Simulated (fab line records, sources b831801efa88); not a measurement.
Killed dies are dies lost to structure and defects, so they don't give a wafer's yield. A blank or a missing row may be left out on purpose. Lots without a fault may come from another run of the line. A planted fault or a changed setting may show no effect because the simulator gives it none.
Which tool did it? | flow gf180mcu | 14 lots, 42 wafers sampled, at 4 steps of a route of 602

WHAT THE GAUGES READ, wafer by wafer
GF_SALICIDE_THK_MEAS_05: measures by xrf.
lot  | measured     | on            | SALICIDE_TIN_THK (nm)
L832 | day 15 03:16 | film_metro-03 | 19.9 20.2 20.2
L833 | day 15 20:33 | film_metro-02 | 20.3 20.4 20.3
L834 | day 16 00:49 | film_metro-03 | 20.7 19.8 20.6
L835 | day 16 12:41 | film_metro-03 | 20.4 20.5 20.2
L836 | day 16 18:10 | film_metro-02 | 19.3 20.3 20.2
L840 | day 18 17:41 | film_metro-01 | 20.4 20.4 20.7
L850 | day 22 03:51 | film_metro-01 | 20.4 19.9 20.0
L851 | day 22 08:05 | film_metro-02 | 20.0 19.8 20.0
L853 | day 23 04:21 | film_metro-02 | 19.8 20.4 19.9
L854 | day 23 05:53 | film_metro-01 | 20.5 20.4 20.6
L855 | day 23 11:54 | film_metro-01 | 19.6 20.2 20.2

GF_CONTACT_BOW_MEAS_05.
lot  | measured     | on            | CONTACT_BOW (um)
L832 | day 15 04:10 | film_metro-04 | 67 70 70
L833 | day 15 21:31 | film_metro-04 | 78 63 68
L834 | day 16 01:50 | film_metro-04 | 74 67 55
L835 | day 16 13:35 | film_metro-01 | 71 65 68
L836 | day 16 19:03 | film_metro-01 | 56 54 73
L840 | day 18 18:36 | film_metro-04 | 72 70 69
L850 | day 22 04:44 | film_metro-01 | 58 47 61
L851 | day 22 09:00 | film_metro-01 | 59 57 68
L853 | day 23 05:14 | film_metro-03 | 72 77 66
L854 | day 23 06:50 | film_metro-01 | 59 72 61
L855 | day 23 12:47 | film_metro-04 | 62 62 68

WHICH TOOL RAN EACH LOT (tool, then ch and the chambers of the sampled wafers, then the start)
lot  | GF_SAB_CVD_00                   | GF_SAB_ETCH_11
L832 | pecvd-04 ch 1,2, day 14 05:46   | rie_diel-01 ch 1,2, day 15 02:44
L833 | pecvd-02 ch 0,1, day 14 22:10   | rie_diel-01 ch 0,1, day 15 20:02
L834 | pecvd-04 ch 0,1,2, day 15 02:07 | rie_diel-04 ch 0,2,3, day 16 00:17
L835 | pecvd-04 ch 0,2, day 15 13:08   | rie_diel-04 ch 0,1,3, day 16 12:10
L836 | pecvd-01 ch 0,1,2, day 15 19:04 | rie_diel-04 ch 1,2, day 16 17:38
L840 | pecvd-02 ch 0,1,2, day 17 16:32 | rie_diel-04 ch 0,1,2, day 18 17:09
L842 | pecvd-02 ch 0,1,2, day 18 01:41 | rie_diel-02 ch 0,2,3, day 19 02:13
L843 | pecvd-02 ch 0,2, day 18 07:25   | rie_diel-02 ch 1,2,3, day 19 07:58
L844 | pecvd-04 ch 0,1,2, day 18 22:11 | rie_diel-04 ch 0,1, day 19 23:11
L850 | pecvd-02 ch 0,2, day 21 03:04   | rie_diel-01 ch 0,1,3, day 22 03:20
L851 | pecvd-01 ch 0,1,2, day 21 07:56 | rie_diel-04 ch 0,3, day 22 07:31
L853 | pecvd-04 ch 0,1, day 22 04:07   | rie_diel-01 ch 1,3, day 23 03:49
L854 | pecvd-01 ch 0,1,2, day 22 05:49 | rie_diel-02 ch 1,3, day 23 05:22
L855 | pecvd-01 ch 0,2, day 22 11:22   | rie_diel-02 ch 1,2, day 23 11:22
- GF_SAB_CVD_00: deposits SiO2 from TEOS, target thk 50 nm, time 4.9302 s.
- GF_SAB_ETCH_11: etches SiO2 in C4F8/O2/Ar, target depth 55 nm, time 8.5 s.

WHAT THE TOOLS THEMSELVES READ (means of the sampled wafers that have a number; where no wafer has one, the mark that the record gives instead)
GF_SAB_CVD_00.
lot  | tool     | heater_power_w (W) | rf_fwd_power_W (W)
L832 | pecvd-04 | 567                | 587.7
L833 | pecvd-02 | 841                | 585.3
L834 | pecvd-04 | 619                | 586.9
L835 | pecvd-04 | 663                | 586.7
L836 | pecvd-01 | 599                | 584.9
L840 | pecvd-02 | 777                | 587.2
L842 | pecvd-02 | 716                | 584.4
L843 | pecvd-02 | 849                | 584.0
L844 | pecvd-04 | 640                | 584.7
L850 | pecvd-02 | 881                | 587.3
L851 | pecvd-01 | 595                | 586.4
L853 | pecvd-04 | 708                | 585.9
L854 | pecvd-01 | 600                | 585.0
L855 | pecvd-01 | 655                | 588.0

GF_SAB_ETCH_11.
lot  | tool        | bias_w (W) | chamber_pressure_mTorr (mTorr) | oes_product_au (a.u.) | rf_fwd_power_W (W)
L832 | rie_diel-01 | 1201       | 40.02                          | 0.991                 | 1468
L833 | rie_diel-01 | 1199       | 40.01                          | 1.002                 | 1476
L834 | rie_diel-04 | 1198       | 40.00                          | 1.004                 | 1465
L835 | rie_diel-04 | 1202       | 39.99                          | 0.995                 | 1470
L836 | rie_diel-04 | 1200       | 39.98                          | 0.995                 | 1470
L840 | rie_diel-04 | 1201       | 40.05                          | 1.001                 | 1464
L842 | rie_diel-02 | -          | -                              | -                     | -
L843 | rie_diel-02 | -          | -                              | -                     | -
L844 | rie_diel-04 | -          | -                              | -                     | -
L850 | rie_diel-01 | 1204       | 39.97                          | 1.016                 | 1471
L851 | rie_diel-04 | 1200       | 40.02                          | 1.012                 | 1466
L853 | rie_diel-01 | 1197       | 39.99                          | 1.002                 | 1473
L854 | rie_diel-02 | 1201       | 39.99                          | 0.999                 | 1481
L855 | rie_diel-02 | 1199       | 40.01                          | 1.007                 | 1484

THE ANSWER, worked out from the rows above alone
Rule: what is usual is taken from the lots themselves. Put in order of their means at a reading, lots are off if they are a third of the lots or fewer, leave a main group of 4 or more, and stand apart from it by a gap of 3 or more times the standard deviation of the main group's means; of several such gaps the widest counts. A main group whose means are all the same, to the digits that the tables above print for the reading, isn't used. A lot without any number at a reading at which 4 lots or more have one is off too. The other lots that the step has rows for count as sound. The gauges are gone through in route order, then the tools' own readings, and for those a lot's mean is taken as printed above. The first step at which some lot is off is used, and at that step the reading that is off furthest; a lot without a number counts as furthest.
Off: L842, L843, L844, at GF_SAB_ETCH_11 (bias_w). Without a number there: L842, L843, L844. The main group: mean 1200 W, standard deviation 1.8.
A tool fits if, at that step or a process step before it, it ran every lot that is off, and no sound lot after the first of them. None of those tried fits.

WHAT THE SIMULATOR HAD PUT IN
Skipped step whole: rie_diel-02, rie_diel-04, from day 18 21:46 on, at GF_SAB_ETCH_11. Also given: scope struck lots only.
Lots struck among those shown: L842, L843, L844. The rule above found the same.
